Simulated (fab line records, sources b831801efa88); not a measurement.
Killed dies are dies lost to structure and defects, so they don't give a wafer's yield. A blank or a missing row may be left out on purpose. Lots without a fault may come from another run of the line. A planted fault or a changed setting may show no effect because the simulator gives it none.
Which tool did it? | flow gf180mcu | 11 lots, 33 wafers sampled, at 6 steps of a route of 602

WHAT THE GAUGES READ, wafer by wafer
GF_HV_LDD_THK_MEAS_55. Usual: HV_LDD_CVD_54_THK 10.02 nm, standard deviation 0.14.
lot  | measured     | on            | HV_LDD_CVD_54_THK (nm) | flag
L204 | day 13 08:50 | film_metro-04 | 10.29 10.31 10.17      |
L205 | day 13 16:58 | film_metro-03 | 10.16 10.05 10.10      |
L209 | day 15 00:23 | film_metro-04 | 10.01 10.00 9.94       |
L210 | day 15 06:05 | film_metro-02 | 10.01 10.13 10.14      |
L213 | day 16 04:33 | film_metro-04 | 9.97 10.02 10.01       |
L215 | day 17 02:17 | film_metro-02 | 9.99 10.14 10.01       |
L222 | day 19 11:28 | film_metro-04 | 10.01 9.91 9.93        |
L223 | day 19 16:20 | film_metro-03 | 10.14 10.13 10.15      |
L224 | day 19 23:46 | film_metro-02 | 9.91 9.93 9.93         |
L225 | day 20 07:20 | film_metro-02 | 9.70 9.74 9.68         |
L226 | day 20 17:14 | film_metro-04 | 10.29 10.29 10.18      |

GF_PSD_CD_MEAS_07: target cd 400 nm. Usual: cd_nm 400.2 nm, standard deviation 1.9.
lot  | measured     | on        | cd_nm (nm)        | flag
L204 | day 15 05:50 | cd_sem-01 | 396.9 397.8 400.1 |
L205 | day 15 14:49 | cd_sem-01 | 403.9 403.1 404.5 |
L209 | day 16 23:53 | cd_sem-01 | 397.6 396.4 397.9 |
L210 | day 17 05:50 | cd_sem-01 | 397.7 397.7 398.4 |
L213 | day 18 04:45 | cd_sem-02 | 399.7 400.3 399.1 |
L215 | day 19 04:44 | cd_sem-02 | 402.7 398.7 402.8 |
L222 | day 21 14:40 | cd_sem-01 | 400.0 400.9 399.5 |
L223 | day 21 17:17 | cd_sem-02 | 400.3 403.3 402.7 |
L224 | day 22 02:18 | cd_sem-01 | 399.2 398.8 397.9 |
L225 | day 22 10:02 | cd_sem-02 | 401.0 399.8 400.1 |
L226 | day 22 19:02 | cd_sem-01 | 399.1 402.7 401.4 |

GF_PSD_TW_MEAS_11. Usual: PSD_TW 3149, standard deviation 16.
lot  | measured     | on            | PSD_TW                        | flag
L204 | day 15 06:14 | film_metro-03 | 3164 3160 3164                |
L205 | day 15 15:13 | film_metro-02 | 3165 3160 3168                |
L209 | day 17 00:17 | film_metro-03 | 3153 3158 3141                |
L210 | day 17 06:13 | film_metro-01 | 3130 3139 3141                |
L213 | day 18 05:08 | film_metro-01 | 3047 3031 3036 3056 3051 3065 | OFF
L215 | day 19 05:07 | film_metro-01 | 3044 3049 3050 3048 3049 3056 | OFF
L222 | day 21 15:04 | film_metro-02 | 3155 3150 3164                |
L223 | day 21 17:42 | film_metro-02 | 3157 3159 3165                |
L224 | day 22 02:43 | film_metro-01 | 3112 3127 3140                |
L225 | day 22 10:26 | film_metro-01 | 3121 3113 3153                |
L226 | day 22 19:27 | film_metro-01 | 3127 3139 3132                |

GF_PSD_RS_MEAS_15: measures by four-point-probe. Usual: PSD_RS 108.50 ohm/sq, standard deviation 0.28.
lot  | measured     | on            | PSD_RS (ohm/sq)                           | flag
L204 | day 15 06:33 | film_metro-01 | 108.50 108.21 108.13                      |
L205 | day 15 15:32 | film_metro-02 | 108.75 109.14 108.99                      |
L209 | day 17 00:36 | film_metro-02 | 108.69 108.80 108.93                      |
L210 | day 17 06:33 | film_metro-02 | 108.83 108.78 108.55                      |
L213 | day 18 07:43 | film_metro-02 | 114.51 114.66 114.87 114.54 114.95 114.87 | OFF
L215 | day 19 13:59 | film_metro-03 | 114.65 114.59 114.53 114.80 114.41 114.75 | OFF
L222 | day 21 15:23 | film_metro-03 | 108.56 108.31 108.29                      |
L223 | day 21 18:01 | film_metro-02 | 108.55 108.65 108.60                      |
L224 | day 22 03:01 | film_metro-02 | 108.70 108.10 108.71                      |
L225 | day 22 10:45 | film_metro-03 | 109.03 108.63 108.66                      |
L226 | day 22 19:46 | film_metro-02 | 108.51 108.76 108.55                      |

WHICH TOOL RAN EACH LOT (tool, then ch and the chambers of the sampled wafers, then the start)
lot  | GF_PSD_IMPLANT_09               | GF_PSD_STRIP_10
L204 | implanter-02 ch 0, day 15 05:59 | plasma_asher-04 ch 0,1, day 15 06:08
L205 | implanter-01 ch 0, day 15 14:58 | plasma_asher-01 ch 0,1, day 15 15:07
L209 | implanter-01 ch 0, day 17 00:02 | plasma_asher-01 ch 0,1, day 17 00:11
L210 | implanter-04 ch 0, day 17 05:59 | plasma_asher-01 ch 0,1, day 17 06:07
L213 | implanter-04 ch 0, day 18 04:55 | plasma_asher-04 ch 0,1, day 18 05:02
L215 | implanter-04 ch 0, day 19 04:54 | plasma_asher-02 ch 0,1, day 19 05:02
L222 | implanter-04 ch 0, day 21 14:49 | plasma_asher-02 ch 1, day 21 14:57
L223 | implanter-01 ch 0, day 21 17:27 | plasma_asher-01 ch 0,1, day 21 17:36
L224 | implanter-04 ch 0, day 22 02:28 | plasma_asher-01 ch 0,1, day 22 02:37
L225 | implanter-04 ch 0, day 22 10:11 | plasma_asher-01 ch 0,1, day 22 10:20
L226 | implanter-02 ch 0, day 22 19:12 | plasma_asher-02 ch 0,1, day 22 19:21
- GF_PSD_IMPLANT_09
- GF_PSD_STRIP_10: strips in O2/N2.

WHAT THE TOOLS THEMSELVES READ (means of the sampled wafers that have a number; where no wafer has one, the mark that the record gives instead)
GF_PSD_IMPLANT_09. Usual: beam_energy_keV 40.002, standard deviation 0.012.
lot  | tool         | beam_energy_keV | flag
L204 | implanter-02 | 39.999          |
L205 | implanter-01 | 40.003          |
L209 | implanter-01 | 40.013          |
L210 | implanter-04 | 39.991          |
L213 | implanter-04 | 35.487          | OFF
L215 | implanter-04 | 35.482          | OFF
L222 | implanter-04 | 39.999          |
L223 | implanter-01 | 40.004          |
L224 | implanter-04 | 39.999          |
L225 | implanter-04 | 40.007          |
L226 | implanter-02 | 39.995          |

GF_PSD_STRIP_10. Usual: drypump_motor_current_A 5.7 A, standard deviation 0.48; heater_power_w 326 W, standard deviation 47; oes_product_au 0.592 a.u., standard deviation 0.0046; strip_time_to_endpoint_s 16.52 s, standard deviation 0.036.
lot  | tool            | drypump_motor_current_A (A) | heater_power_w (W) | oes_product_au (a.u.) | strip_time_to_endpoint_s (s) | flag
L204 | plasma_asher-04 | 5.5                         | 374                | 0.591                 | 16.49                        |
L205 | plasma_asher-01 | 5.4                         | 279                | 0.590                 | 16.49                        |
L209 | plasma_asher-01 | 5.4                         | 281                | 0.594                 | 16.51                        |
L210 | plasma_asher-01 | 5.3                         | 292                | 0.591                 | 16.52                        |
L213 | plasma_asher-04 | 5.6                         | 374                | 0.601                 | 16.04                        | OFF
L215 | plasma_asher-02 | 6.4                         | 363                | 0.598                 | 16.10                        | OFF
L222 | plasma_asher-02 | 6.1                         | 307                | 0.595                 | 16.48                        |
L223 | plasma_asher-01 | 5.4                         | 284                | 0.590                 | 16.56                        |
L224 | plasma_asher-01 | 5.4                         | 282                | 0.594                 | 16.47                        |
L225 | plasma_asher-01 | 5.3                         | 302                | 0.590                 | 16.52                        |
L226 | plasma_asher-02 | 6.4                         | 365                | 0.587                 | 16.56                        |

THE ANSWER, worked out from the rows above alone
Rule: a lot is off if the mean of its wafers that have a number lies more than 3 standard deviations from the usual mean. A lot without any number at a reading at which 4 lots or more have one is off too. The other lots that the step has rows for count as sound. The gauges are gone through in route order, then the tools' own readings, and for those a lot's mean is taken as printed above. The first step at which some lot is off is used, and at that step the reading that is off furthest; a lot without a number counts as furthest.
Off: L213, L215, at GF_PSD_TW_MEAS_11 (PSD_TW).
A tool fits if, at a process step before that reading, it ran every lot that is off, and no sound lot after the first of them. The gauges at GF_PSD_TW_MEAS_11 aren't tried: what is off there is off at GF_PSD_RS_MEAS_15 too, on other tools, and a gauge's error can't cause that. None of those tried fits.

WHAT THE SIMULATOR HAD PUT IN
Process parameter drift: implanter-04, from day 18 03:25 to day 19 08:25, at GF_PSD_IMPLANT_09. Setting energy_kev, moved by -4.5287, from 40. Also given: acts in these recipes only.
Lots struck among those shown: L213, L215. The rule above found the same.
